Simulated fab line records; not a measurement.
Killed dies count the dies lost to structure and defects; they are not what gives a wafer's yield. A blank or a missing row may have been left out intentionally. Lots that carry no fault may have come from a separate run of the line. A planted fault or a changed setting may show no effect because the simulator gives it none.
fab line records	flow sky130	part 1 of 2: steps 1 to 27 of 39
[record] lots = 5	wafers = 15	last-day = 49
route steps=708 shown VIA2@516 METAL3@532 CAPM@537
lots untouched by any fault: they come from a run of this same line in which no faults occurred
start-h: hours from the record's opening day to when the first of the lot's shown wafers began	wait-h: hours elapsed since this lot's preceding step	" repeats the value in the row above	L1.1+2: one row covering several wafers at once	- no value, or no start given	* or withheld: withheld	< > ~ a bound
route shown NAME@n: NAME is a module with steps in the file, n the number in the route of the first one	usual: the fault-free wafers' mean and standard deviation	same: alike in all rows	chamber/n: place in a boat	sites: per-site readings	_std_site: how widely they spread, as a standard deviation	_edge_site: inner sites' mean taken away from outer sites' mean	radius-mm: how far each site lies from the wafer's centre	mask NAME#n: copy n	behind: tool/chamber where the wafer was last shaped	hold: cause of the lot's hold/its duration in hours/its outcome	device: transistor that didn't switch, given as n, p or np	end of line: tests of these same wafers at the route's end	step lacking rows: just its recipe	killed: at the first sort, the dies lost to defects and structure; wafer yield is something else	map: dies across one wafer; x = killed, . = not, _ = none there
set.NAME: setting as actually run; set.NAME@STEP: the setting as run at that earlier step	model.NAME: the simulator's own value behind a step, which no gauge read
certain route steps with their lots: each step a table, each wafer a row
services: the hour from which a tool's chamber was out of use, counted from the record's first day as start-h (under 0 if before that day), plus the number of hours and why
[[steps]]
[step SKY_VIA2_EXPOSE_09]
[recipe] mask-id = VIM2	na = 0.8	source-shape = annular	sigma-inner = 0.55	sigma-outer = 0.85	target-cd-nm = 200	dose-mj = 38
lot.wafer	tool	chamber	start-h	wait-h	mask
L085.1+5+6	krf-scanner-01	0	-	-	VIM2#0
L084.1+3+6	krf-scanner-02	0	-	-	VIM2#0
L093.3+4+6	krf-scanner-01	0	-	-	VIM2#0
L094.2+3+4	krf-scanner-02	0	-	-	VIM2#0
L095.2+5+6	krf-scanner-01	0	-	-	VIM2#0
[step SKY_VIA2_PEB_10]
[recipe] peb-temp-c = withheld	peb-time-s = withheld	resist = KrF-thick
lot.wafer	tool	chamber	start-h	wait-h
L085.1+5+6	litho-track-02	0	-	-
L084.1+3+6	litho-track-04	0	-	-
L093.3+4+6	litho-track-03	0	-	-
L094.2+3+4	litho-track-04	0	-	-
L095.2+5+6	litho-track-04	0	-	-
[step SKY_VIA2_DEVELOP_11]
[recipe] develop-time-s = 60	resist = KrF-thick	dev-temp-c = 21
lot.wafer	tool	chamber	start-h	wait-h
L085.1+5+6	litho-track-02	0	-	-
L084.1+3+6	litho-track-04	0	-	-
L093.3+4+6	litho-track-03	0	-	-
L094.2+3+4	litho-track-04	0	-	-
L095.2+5+6	litho-track-04	0	-	-
[step SKY_VIA2_CD_MEAS_12]
[recipe] target-cd-nm = 200
[usual] cd-nm = 199.9/1.6
lot.wafer	tool	chamber	start-h	wait-h	cd-nm
L085.1	cd-sem-02	-	932.54	-	201.2
L085.5	"	-	"	"	202.5
L085.6	"	-	"	"	200.9
L084.1	cd-sem-01	-	932.80	-	201.3
L084.3	"	-	"	"	199.8
L084.6	"	-	"	"	201.4
L093.3	cd-sem-01	-	983.42	-	199.5
L093.4	"	-	"	"	200.4
L093.6	"	-	"	"	199.8
L094.2	cd-sem-02	-	987.27	-	201.4
L094.3	"	-	"	"	199.8
L094.4	"	-	"	"	201.0
L095.2	cd-sem-01	-	990.72	-	198.4
L095.5	"	-	"	"	200.5
L095.6	"	-	"	"	199.6
[step SKY_VIA2_OVL_MEAS_13]
[usual] VIA2_OVL = 1/5.7
lot.wafer	tool	chamber	start-h	wait-h	VIA2_OVL[nm]
L085.1	overlay-02	-	932.66	0.1	5
L085.5	"	-	"	"	4
L085.6	"	-	"	"	7
L084.1	overlay-01	-	932.92	0.1	4
L084.3	"	-	"	"	6
L084.6	"	-	"	"	1
L093.3	overlay-02	-	983.51	0.1	-5
L093.4	"	-	"	"	-6
L093.6	"	-	"	"	-4
L094.2	overlay-01	-	987.38	0.1	22
L094.3	"	-	"	"	5
L094.4	"	-	"	"	20
L095.2	overlay-01	-	990.83	0.1	0
L095.5	"	-	"	"	4
L095.6	"	-	"	"	0
[step SKY_VIA2_ETCH_14]
[recipe] chemistry = N2/H2	target = BARC	ion-energy-ev = 200	source-w = 511.9	bias-w = 100	pressure-mtorr = 30	n2-flow-sccm = 100	h2-flow-sccm = 200	stop-on = SiO2	time-s = 45.9	target-depth-a = 600
[usual] drypump-motor-current-A = 5.7/0.52	oes-product-au = 0.855/0.0051	rf-fwd-power-W = 507.0/2.2	throttle-valve-pct = 13.225/0.0091
lot.wafer	tool	chamber	start-h	wait-h	drypump-motor-current-A	oes-product-au	rf-fwd-power-W	rf-hours-counter-h	throttle-valve-pct
L085.1	rie-diel-04	0	932.69	0.0	6.7	0.857	503.0	21	13.207
L085.5	"	3	"	"	5.6	0.842	507.6	-	13.226
L085.6	"	2	"	"	5.7	0.852	510.3	-	13.217
L084.1	rie-diel-03	3	932.96	0.0	5.9	0.854	508.3	24	13.210
L084.3	"	2	"	"	6.3	0.847	506.3	10	13.234
L084.6	"	1	"	"	6.5	0.852	507.2	-	13.249
L093.3	rie-diel-03	1	983.54	0.0	6.5	0.860	507.8	11	13.237
L093.4	"	3	"	"	5.9	0.856	506.7	26	13.220
L093.6	"	3	"	"	5.9	0.863	507.7	-	13.249
L094.2	rie-diel-03	2	987.41	0.0	6.2	0.857	508.5	11	13.231
L094.3	"	0	"	"	5.1	0.858	508.0	18	13.234
L094.4	"	3	"	"	5.8	0.857	508.5	26	13.221
L095.2	rie-diel-01	1	990.86	0.0	5.2	0.855	507.8	12	13.233
L095.5	"	1	"	"	5.1	0.854	508.0	-	13.214
L095.6	"	0	"	"	5.7	0.853	508.2	-	13.219
[step SKY_VIA2_ETCH_15]
[recipe] target = SiO2	chemistry = C4F8/O2/Ar	target-depth-nm = 546	stop-on = TiN	mask-material = KrF-thick	source-w = 1500	bias-w = 1200	pressure-mtorr = 40	c4f8-flow-sccm = withheld	O2_flow_sccm = 6	Ar_flow_sccm = 300	time-s = 84
[usual] oes-product-au = 0.940/0.0046	rf-fwd-power-W = 1491/5.5
lot.wafer	tool	chamber	start-h	wait-h	oes-product-au	rf-fwd-power-W	rf-hours-counter-h
L085.1	rie-diel-04	0	932.73	0.0	0.931	1484	21
L085.5	"	3	"	"	0.938	1486	-
L085.6	"	2	"	"	0.944	1492	-
L084.1	rie-diel-03	3	933.00	0.0	0.941	1490	24
L084.3	"	2	"	"	0.944	1490	10
L084.6	"	1	"	"	0.946	1496	-
L093.3	rie-diel-03	1	983.58	0.0	0.946	1490	11
L093.4	"	3	"	"	0.937	1491	26
L093.6	"	3	"	"	0.942	1490	-
L094.2	rie-diel-03	2	987.45	0.0	0.940	1492	11
L094.3	"	0	"	"	0.941	1485	18
L094.4	"	3	"	"	0.939	1494	26
L095.2	rie-diel-01	1	990.90	0.0	0.939	1484	12
L095.5	"	1	"	"	0.941	1484	-
L095.6	"	0	"	"	0.938	1495	-
[step SKY_VIA2_STRIP_16]
[recipe] chemistry = O2/N2	power-w = 1400	pressure-mtorr = 1500	platen-temp-c = withheld	o2-flow-sccm = 3000	n2-flow-sccm = 300	overash-fraction = 0.5
[usual] drypump-motor-current-A = 5.6/0.46	oes-product-au = 0.399/0.0042	strip-time-to-endpoint-s = 4.044/0.02
lot.wafer	tool	chamber	start-h	wait-h	drypump-motor-current-A	oes-product-au	rf-hours-counter-h	strip-time-to-endpoint-s
L085.1	plasma-asher-01	0	932.80	0.0	4.8	0.392	19	4.045
L085.5	"	0	"	"	4.8	0.400	-	4.060
L085.6	"	1	"	"	6.2	0.394	-	4.069
L084.1	plasma-asher-02	0	933.06	0.0	5.6	0.398	107	4.047
L084.3	"	1	"	"	5.8	0.400	-	4.054
L084.6	"	1	"	"	5.8	0.397	-	4.017
L093.3	plasma-asher-03	0	983.68	0.1	5.7	0.396	-	4.038
L093.4	"	1	"	"	5.4	0.408	-	4.058
L093.6	"	1	"	"	5.5	0.404	-	4.042
L094.2	plasma-asher-03	1	987.51	0.0	5.5	0.399	88	4.057
L094.3	"	1	"	"	5.5	0.397	-	4.071
L094.4	"	0	"	"	5.7	0.403	-	4.057
L095.2	plasma-asher-03	1	990.96	0.0	5.5	0.407	88	4.024
L095.5	"	0	"	"	5.7	0.402	-	4.043
L095.6	"	1	"	"	5.5	0.404	-	4.039
[step SKY_VIA2_STRIP_17]
[recipe] chemistry = post-etch-residue-remover	time-s = 1200	temp-c = 72.5
lot.wafer	tool	chamber	start-h	wait-h
L085.1+5+6	wet-bench-02	1	932.90	0.1
L084.1+3+6	wet-bench-03	1	933.16	0.1
L093.3+4+6	wet-bench-02	0	983.74	0.0
L094.2+3+4	wet-bench-04	0	987.61	0.1
L095.2+5+6	wet-bench-02	0	991.06	0.1
[step SKY_VIA2_CLEAN_18]
[recipe] chemistry = IPA	time-s = 180	temp-c = 25
lot.wafer	tool	chamber	start-h	wait-h
L085.1+5+6	wet-bench-02	3	933.24	0.0
L084.1+3+6	wet-bench-02	2	933.50	0.0
L093.3+4+6	wet-bench-04	1	984.12	0.0
L094.2+3+4	wet-bench-03	0	988.02	0.0
L095.2+5+6	wet-bench-03	1	991.40	0.0
[step SKY_VIA2_CLEAN_19]
[recipe] chemistry = O3/DIW	dry = n2-spin
lot.wafer	tool	chamber	start-h	wait-h
L085.1+5+6	wet-bench-02	2	933.30	0.0
L084.1+3+6	wet-bench-03	2	933.56	0.0
L093.3+4+6	wet-bench-03	2	984.18	0.0
L094.2+3+4	wet-bench-02	2	988.08	0.0
L095.2+5+6	wet-bench-04	3	991.47	0.0
[step SKY_VIA2_SPUTTER_20]
[recipe] material = TiN	target-thk-nm = 20	chamber-pressure-pa = 5	power-w = 4000	time-s = 80
[usual] throttle-valve-pct = 30.3/1.1
lot.wafer	tool	chamber	start-h	wait-h	throttle-valve-pct
L085.1	pvd-sputter-03	-	933.39	0.0	29.6
L085.5	"	-	"	"	31.2
L085.6	"	-	"	"	31.4
L084.1	pvd-sputter-01	-	933.65	0.0	30.2
L084.3	"	-	"	"	28.6
L084.6	"	-	"	"	30.1
L093.3	pvd-sputter-04	-	984.27	0.0	29.6
L093.4	"	-	"	"	28.9
L093.6	"	-	"	"	29.6
L094.2	pvd-sputter-03	-	988.17	0.0	31.7
L094.3	"	-	"	"	29.7
L094.4	"	-	"	"	29.5
L095.2	pvd-sputter-03	-	991.57	0.0	31.7
L095.5	"	-	"	"	29.8
L095.6	"	-	"	"	31.2
[step SKY_VIA2_CVD_21]
[recipe] material = W	target-thk-nm = 420	time-s = 126.4	temp-c = 400	pressure-torr = 40
[usual] chamber-pressure-Torr = 39.99/0.075	heater-power-w = 870/67
lot.wafer	tool	chamber	start-h	wait-h	chamber-pressure-Torr	heater-power-w
L085.1	cvd-w-01	0	933.45	0.0	40.01	934
L085.5	"	0	"	"	39.94	930
L085.6	"	1	"	"	40.00	908
L084.1	cvd-w-02	1	933.71	0.0	40.01	768
L084.3	"	1	"	"	40.00	774
L084.6	"	1	"	"	39.98	748
L093.3	cvd-w-01	1	984.42	0.1	39.99	885
L093.4	"	1	"	"	39.92	907
L093.6	"	1	"	"	39.93	885
L094.2	cvd-w-01	0	988.23	0.0	40.04	956
L094.3	"	1	"	"	39.96	910
L094.4	"	0	"	"	39.98	937
L095.2	cvd-w-02	0	991.63	0.0	40.00	806
L095.5	"	0	"	"	40.05	811
L095.6	"	1	"	"	40.17	771
[step SKY_VIA2_RS_MEAS_22]
[recipe] thk-meas-gauge = four-point-probe	reads = W_of_VIA2_CVD_21+TiN_of_VIA2_SPUTTER_20
[usual] VIA2_W_RS = 0.273/0.0039
lot.wafer	tool	chamber	start-h	wait-h	VIA2_W_RS[ohm/sq]
L085.1	film-metro-02	-	933.60	0.1	0.274
L085.5	"	-	"	"	0.275
L085.6	"	-	"	"	0.274
L084.1	film-metro-04	-	933.84	0.1	0.272
L084.3	"	-	"	"	0.271
L084.6	"	-	"	"	0.275
L093.3	film-metro-04	-	984.63	0.2	0.276
L093.4	"	-	"	"	0.272
L093.6	"	-	"	"	0.275
L094.2	film-metro-01	-	988.38	0.1	0.270
L094.3	"	-	"	"	0.274
L094.4	"	-	"	"	0.274
L095.2	film-metro-02	-	991.78	0.1	0.272
L095.5	"	-	"	"	0.271
L095.6	"	-	"	"	0.274
[step SKY_VIA2_THK_MEAS_23]
[recipe] thk-meas-gauge = xrf	reads = W_of_VIA2_CVD_21
[usual] VIA2_W_THK = 403/7.1
lot.wafer	tool	chamber	start-h	wait-h	VIA2_W_THK[nm]
L085.1	film-metro-02	-	933.72	0.1	410
L085.5	"	-	"	"	406
L085.6	"	-	"	"	407
L084.1	film-metro-04	-	933.96	0.1	410
L084.3	"	-	"	"	413
L084.6	"	-	"	"	404
L093.3	film-metro-04	-	984.73	0.1	400
L093.4	"	-	"	"	406
L093.6	"	-	"	"	401
L094.2	film-metro-01	-	988.49	0.1	399
L094.3	"	-	"	"	393
L094.4	"	-	"	"	391
L095.2	film-metro-02	-	991.89	0.1	413
L095.5	"	-	"	"	413
L095.6	"	-	"	"	410
[step SKY_VIA2_CMP_24]
[recipe] stop-on = SiO2	t-overpolish-s = 20	down-force-psi = 3.5	platen-rpm = 60	target-thk-nm = 0	pad-velocity-m-s = 0.94248
[usual] motor-current-A = 11.6/1.4	overpolish-run-s = 20.001/0.0091	time-to-endpoint-s = 103/4.5
lot.wafer	tool	chamber	start-h	wait-h	motor-current-A	overpolish-run-s	time-to-endpoint-s
L085.1	cmp-01	2	934.20	0.5	11.6	20.008	107
L085.6	"	2	"	"	11.7	20.016	106
L085.5	"	3	"	"	10.1	19.990	111
L084.1	cmp-01	1	934.50	0.5	11.2	19.999	112
L084.3	"	0	"	"	14.3	19.986	102
L084.6	"	2	"	"	11.3	19.987	106
L093.3	cmp-01	0	984.82	0.1	13.5	20.009	99
L093.4	"	2	"	"	11.6	20.002	105
L093.6	"	0	"	"	13.6	20.007	99
L094.4	cmp-01	1	988.54	0.0	11.6	20.006	112
L094.2	"	2	"	"	11.6	20.002	107
L094.3	"	0	"	"	13.5	19.995	102
L095.2	cmp-02	2	991.99	0.1	9.6	20.007	104
L095.5	"	1	"	"	10.8	20.007	99
L095.6	"	2	"	"	9.8	19.989	101
[step SKY_METAL3_SPUTTER_00]
[recipe] material = Ti	target-thk-nm = 15	power-w = 3000	time-s = 10	chamber-pressure-pa = 0.4
[usual] throttle-valve-pct = 30.6/1.3
lot.wafer	tool	chamber	start-h	wait-h	throttle-valve-pct
L085.1	pvd-sputter-02	-	934.50	0.2	28.7
L085.5	"	-	"	"	28.7
L085.6	"	-	"	"	30.0
L084.1	pvd-sputter-01	-	934.80	0.2	32.7
L084.3	"	-	"	"	30.2
L084.6	"	-	"	"	28.8
L093.3	pvd-sputter-03	-	985.07	0.2	29.8
L093.4	"	-	"	"	29.6
L093.6	"	-	"	"	31.2
L094.2	pvd-sputter-02	-	988.84	0.2	28.6
L094.3	"	-	"	"	31.2
L094.4	"	-	"	"	31.4
L095.2	pvd-sputter-01	-	992.24	0.2	31.4
L095.5	"	-	"	"	30.2
L095.6	"	-	"	"	31.4
[step SKY_METAL3_SPUTTER_01]
[recipe] material = TiN	target-thk-nm = 20	power-w = 6500	time-s = 16.7	chamber-pressure-pa = 0.4
[usual] throttle-valve-pct = 30.6/1.3
lot.wafer	tool	chamber	start-h	wait-h	throttle-valve-pct
L085.1	pvd-sputter-02	-	934.53	0.0	28.5
L085.5	"	-	"	"	28.5
L085.6	"	-	"	"	30.4
L084.1	pvd-sputter-01	-	934.83	0.0	32.4
L084.3	"	-	"	"	30.1
L084.6	"	-	"	"	28.8
L093.3	pvd-sputter-03	-	985.09	0.0	29.6
L093.4	"	-	"	"	29.6
L093.6	"	-	"	"	31.3
L094.2	pvd-sputter-02	-	988.86	0.0	28.6
L094.3	"	-	"	"	31.1
L094.4	"	-	"	"	31.5
L095.2	pvd-sputter-01	-	992.26	0.0	31.5
L095.5	"	-	"	"	30.1
L095.6	"	-	"	"	31.5
[step SKY_METAL3_SPUTTER_02]
[recipe] material = AlCu	target-thk-nm = 735	power-w = 10600	time-s = 39.1	chamber-pressure-pa = 0.4
[usual] throttle-valve-pct = 30.6/1.3
lot.wafer	tool	chamber	start-h	wait-h	throttle-valve-pct
L085.1	pvd-sputter-02	-	934.55	0.0	28.3
L085.5	"	-	"	"	28.8
L085.6	"	-	"	"	29.9
L084.1	pvd-sputter-01	-	934.85	0.0	32.6
L084.3	"	-	"	"	30.1
L084.6	"	-	"	"	28.6
L093.3	pvd-sputter-03	-	985.12	0.0	29.6
L093.4	"	-	"	"	29.4
L093.6	"	-	"	"	31.3
L094.2	pvd-sputter-02	-	988.89	0.0	28.6
L094.3	"	-	"	"	31.4
L094.4	"	-	"	"	31.4
L095.2	pvd-sputter-01	-	992.29	0.0	31.3
L095.5	"	-	"	"	30.4
L095.6	"	-	"	"	31.2
[step SKY_METAL3_SPUTTER_03]
[recipe] material = Ti	target-thk-nm = 5	power-w = 3000	time-s = 3.3	chamber-pressure-pa = 0.4
[usual] throttle-valve-pct = 30.6/1.3
lot.wafer	tool	chamber	start-h	wait-h	throttle-valve-pct
L085.1	pvd-sputter-02	-	934.59	0.0	28.3
L085.5	"	-	"	"	28.4
L085.6	"	-	"	"	30.3
L084.1	pvd-sputter-01	-	934.89	0.0	32.5
L084.3	"	-	"	"	30.2
L084.6	"	-	"	"	28.4
L093.3	pvd-sputter-03	-	985.16	0.0	29.6
L093.4	"	-	"	"	29.6
L093.6	"	-	"	"	31.1
L094.2	pvd-sputter-02	-	988.93	0.0	28.8
L094.3	"	-	"	"	31.4
L094.4	"	-	"	"	31.4
L095.2	pvd-sputter-01	-	992.32	0.0	31.4
L095.5	"	-	"	"	30.2
L095.6	"	-	"	"	31.3
[step SKY_METAL3_SPUTTER_04]
[recipe] material = TiN	target-thk-nm = 70	power-w = 6500	time-s = 59.98	chamber-pressure-pa = 0.4
[usual] throttle-valve-pct = 30.6/1.3
lot.wafer	tool	chamber	start-h	wait-h	throttle-valve-pct
L085.1	pvd-sputter-02	-	934.61	0.0	28.3
L085.5	"	-	"	"	28.5
L085.6	"	-	"	"	29.6
L084.1	pvd-sputter-01	-	934.91	0.0	32.7
L084.3	"	-	"	"	30.2
L084.6	"	-	"	"	28.8
L093.3	pvd-sputter-03	-	985.18	0.0	29.6
L093.4	"	-	"	"	29.7
L093.6	"	-	"	"	31.3
L094.2	pvd-sputter-02	-	988.94	0.0	28.6
L094.3	"	-	"	"	31.3
L094.4	"	-	"	"	31.4
L095.2	pvd-sputter-01	-	992.34	0.0	31.5
L095.5	"	-	"	"	30.1
L095.6	"	-	"	"	31.2
[step SKY_CAPM_CVD_00]
[recipe] material = SiO2	target-thk-nm = 15.5	temp-c = 400	time-s = withheld	rf-w = 450
[usual] heater-power-w = 745/87	rf-fwd-power-W = 440.6/2
lot.wafer	tool	chamber	start-h	wait-h	heater-power-w	rf-fwd-power-W
L085.1	pecvd-03	2	934.66	0.0	704	438.0
L085.5	"	1	"	"	776	439.2
L085.6	"	0	"	"	898	443.6
L084.1	pecvd-02	0	934.96	0.0	671	445.2
L084.3	"	1	"	"	696	440.1
L084.6	"	1	"	"	692	440.5
L093.3	pecvd-01	2	985.23	0.0	810	438.8
L093.4	"	0	"	"	756	438.7
L093.6	"	1	"	"	578	441.9
L094.2	pecvd-02	2	988.99	0.0	794	438.9
L094.3	"	1	"	"	642	438.0
L094.4	"	1	"	"	645	440.0
L095.2	pecvd-02	1	992.39	0.0	690	441.3
L095.5	"	0	"	"	769	443.9
L095.6	"	1	"	"	696	438.9
[step SKY_CAPM_THK_MEAS_01]
[recipe] reads = SiO2_of_CAPM_CVD_00
[usual] CAPM_CVD_00_THK = 15.48/0.22
lot.wafer	tool	chamber	start-h	wait-h	CAPM_CVD_00_THK[nm]
L085.1	film-metro-01	-	934.68	-	15.19
L085.5	"	-	"	"	15.61
L085.6	"	-	"	"	15.74
L084.1	film-metro-02	-	934.98	-	15.31
L084.3	"	-	"	"	15.03
L084.6	"	-	"	"	15.27
L093.3	film-metro-03	-	985.27	-	15.73
L093.4	"	-	"	"	15.69
L093.6	"	-	"	"	15.70
L094.2	film-metro-02	-	989.02	-	15.67
L094.3	"	-	"	"	15.30
L094.4	"	-	"	"	15.84
L095.2	film-metro-02	-	992.42	-	15.25
L095.5	"	-	"	"	15.89
L095.6	"	-	"	"	15.60
[step SKY_CAPM_SPUTTER_02]
[recipe] material = TiN	target-thk-nm = 200	temp-c = 300	power-w = 6500	time-s = 166.7	chamber-pressure-pa = 0.4
[usual] throttle-valve-pct = 30.0/0.93
lot.wafer	tool	chamber	start-h	wait-h	throttle-valve-pct
L085.1	pvd-sputter-03	-	934.74	0.1	29.7
L085.5	"	-	"	"	29.5
L085.6	"	-	"	"	31.5
L084.1	pvd-sputter-04	-	935.04	0.1	28.6
L084.3	"	-	"	"	30.2
L084.6	"	-	"	"	28.8
L093.3	pvd-sputter-02	-	985.31	0.0	28.4
L093.4	"	-	"	"	31.5
L093.6	"	-	"	"	30.9
L094.2	pvd-sputter-02	-	989.07	0.0	29.7
L094.3	"	-	"	"	31.3
L094.4	"	-	"	"	28.1
L095.2	pvd-sputter-03	-	992.47	0.0	31.4
L095.5	"	-	"	"	31.4
L095.6	"	-	"	"	29.4
[step SKY_CAPM_RS_MEAS_03]
[recipe] thk-meas-gauge = four-point-probe	reads = TiN_of_CAPM_SPUTTER_02
[usual] CAPM_TIN_RS = 6.85/0.074
lot.wafer	tool	chamber	start-h	wait-h	CAPM_TIN_RS[ohm/sq]
L085.1	film-metro-03	-	934.85	0.1	6.81
L085.5	"	-	"	"	6.85
L085.6	"	-	"	"	6.77
L084.1	film-metro-03	-	935.15	0.1	6.80
L084.3	"	-	"	"	6.83
L084.6	"	-	"	"	6.75
L093.3	film-metro-02	-	985.46	0.1	7.07
L093.4	"	-	"	"	6.93
L093.6	"	-	"	"	6.92
L094.2	film-metro-01	-	989.20	0.1	7.00
L094.3	"	-	"	"	6.91
L094.4	"	-	"	"	7.01
L095.2	film-metro-01	-	992.60	0.1	6.79
L095.5	"	-	"	"	6.77
L095.6	"	-	"	"	6.83
[step SKY_CAPM_THK_MEAS_04]
[recipe] thk-meas-gauge = xrf	reads = TiN_of_CAPM_SPUTTER_02
[usual] CAPM_TIN_THK = 201.3/2.5
lot.wafer	tool	chamber	start-h	wait-h	CAPM_TIN_THK[nm]
L085.1	film-metro-03	-	934.97	0.1	203.1
L085.5	"	-	"	"	203.4
L085.6	"	-	"	"	204.8
L084.1	film-metro-03	-	935.27	0.1	204.3
L084.3	"	-	"	"	203.8
L084.6	"	-	"	"	205.3
L093.3	film-metro-02	-	985.56	0.1	195.3
L093.4	"	-	"	"	198.3
L093.6	"	-	"	"	198.6
L094.2	film-metro-01	-	989.31	0.1	197.0
L094.3	"	-	"	"	199.5
L094.4	"	-	"	"	196.2
L095.2	film-metro-01	-	992.71	0.1	202.0
L095.5	"	-	"	"	202.7
L095.6	"	-	"	"	202.0
[step SKY_CAPM_DEHYDRATE_05]
[recipe] temp-c = 200	time-s = 60
lot.wafer	tool	chamber	start-h	wait-h
L085.1+5+6	litho-track-03	0	947.03	12.1
L084.1+3+6	litho-track-02	0	947.29	12.0
L093.3+4+6	litho-track-03	0	996.23	10.7
L094.2+3+4	litho-track-01	0	1000.44	11.1
L095.2+5+6	litho-track-03	0	1003.56	10.8
